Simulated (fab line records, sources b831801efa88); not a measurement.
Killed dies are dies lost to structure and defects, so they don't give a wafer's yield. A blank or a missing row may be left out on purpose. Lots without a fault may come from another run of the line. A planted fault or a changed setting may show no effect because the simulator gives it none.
A struck lot beside a sound one | flow sfq_line | 17 steps out of a route of 325
Sound: wafers L388.3, L388.4, L388.5. Struck: wafers L394.1, L394.4, L394.6. The cause comes at the end.
At each step with rows: each side's tool, then ch and its chambers, then its first start. Under that, the readings that differ: sound wafers | struck wafers | difference of the means | sigmas: that difference in standard deviations of wafers without a fault.
alike: readings whose means differ by less than 2 such deviations, and words and numbers that are the same on both sides. not compared: withheld readings, readings that some wafer has no value for, bounds like >300 that may hide the same value, and numbers for which the record gives no deviation and whose values overlap.
The two part at a step that has a row with sigmas, a row that says differs or no value, or rows on one side only. Numbers that don't overlap but have no deviation are shown without sigmas and don't part them. A reading that every wafer of one side lacks parts them only if that side has two wafers or more.

SFQ_M7_OVL_MEAS_945:
  sound on overlay-02, day 78 16:41; struck on overlay-01, day 80 10:13
  alike: M7_OVL
SFQ_TRILAYER_M7_BARC_OPEN_METAL_ETCH_229: etches BARC in O2, target depth 125 nm, time 41.7 s.
  sound on rie_metal-03 ch 0,1, day 78 16:43; struck on rie_metal-03 ch 0,1, day 80 10:15
  alike: drypump_motor_current_A, oes_product_au
  not compared: rf_hours_counter_h
SFQ_TRILAYER_M7_ETCH_METAL_ETCH_180: etches Nb in Cl2/Ar, stops on SiO2, target depth 240 nm, time 120 s.
  sound on rie_metal-03 ch 0,1, day 78 16:49; struck on rie_metal-03 ch 0,1, day 80 10:19
  alike: drypump_motor_current_A, oes_product_au
  not compared: rf_hours_counter_h
then, 2 steps without rows for these wafers: SFQ_TRILAYER_M7_STRIP_STRIP_181 (strips in O2); SFQ_TRILAYER_M7_STRIP_SOLV_CLEAN_182 (cleans in NMP, time 600 s).
SFQ_TRILAYER_I7_DEP_PECVD_183: deposits SiO2 from SiH4/N2O, time 111.11 s, target thk 500 nm.
  sound on pecvd-02 ch 0,2, day 78 17:50; struck on pecvd-01 ch 0,1, day 80 11:13
  alike: heater_power_w, throttle_valve_pct
then, 1 step without rows for these wafers: SFQ_TRILAYER_I7_CMP_CMP_184 (polishes SiO2).
SFQ_I7_BOW_MEAS_946:
  sound on film_metro-03, day 78 21:44; struck on film_metro-04, day 80 15:07
  alike: I7_BOW
SFQ_TRILAYER_I7_METRO_MEASURE_185:
  sound on film_metro-03, day 78 22:13; struck on film_metro-04, day 80 15:14
  alike: thk_nm
then, 3 steps without rows for these wafers: SFQ_TRILAYER_I7_VIA_LITHO_COAT_192 (resist thk 62 nm); SFQ_TRILAYER_I7_VIA_LITHO_COAT_187 (resist thk 650 nm); SFQ_TRILAYER_I7_VIA_LITHO_SOFTBAKE_191.
SFQ_TRILAYER_I7_VIA_LITHO_EXPOSE_188: exposes mask I7, target cd 1000 nm.
  sound on krf_scanner-01 ch 0, day 79 05:31; struck on krf_scanner-01 ch 0, day 80 19:31
  reading                    | sound                   | struck            | difference | sigmas
  model.I7.overlay_x_nm (nm) | -0.7539 -0.7539 -0.7539 | 260.8 260.8 260.8 | +261.6     |
  alike: mask, reticle_temp_C
then, 2 steps without rows for these wafers: SFQ_TRILAYER_I7_VIA_LITHO_PEB_190 (peb time 60 s); SFQ_TRILAYER_I7_VIA_LITHO_DEVELOP_189 (time 60 s).
SFQ_I7_OVL_MEAS_947:
  sound on overlay-01, day 79 06:38; struck on overlay-02, day 80 21:01
  reading     | sound   | struck      | difference | sigmas
  I7_OVL (nm) | -6 -4 0 | 270 269 270 | +273       | +46
SFQ_TRILAYER_I7_VIA_BARC_OPEN_VIA_ETCH_260: etches BARC in O2, target depth 125 nm, time 41.7 s.
  sound on rie_diel-02 ch 0,2,3, day 79 06:39; struck on rie_diel-03 ch 1,2,3, day 80 21:03
  alike: drypump_motor_current_A, oes_product_au
  not compared: rf_hours_counter_h

WHERE THEY PART
Only at SFQ_I7_OVL_MEAS_947, within this record. Later steps at which nothing parts them and some readings are alike: SFQ_TRILAYER_I7_VIA_BARC_OPEN_VIA_ETCH_260.

WHY: what the simulator had put in
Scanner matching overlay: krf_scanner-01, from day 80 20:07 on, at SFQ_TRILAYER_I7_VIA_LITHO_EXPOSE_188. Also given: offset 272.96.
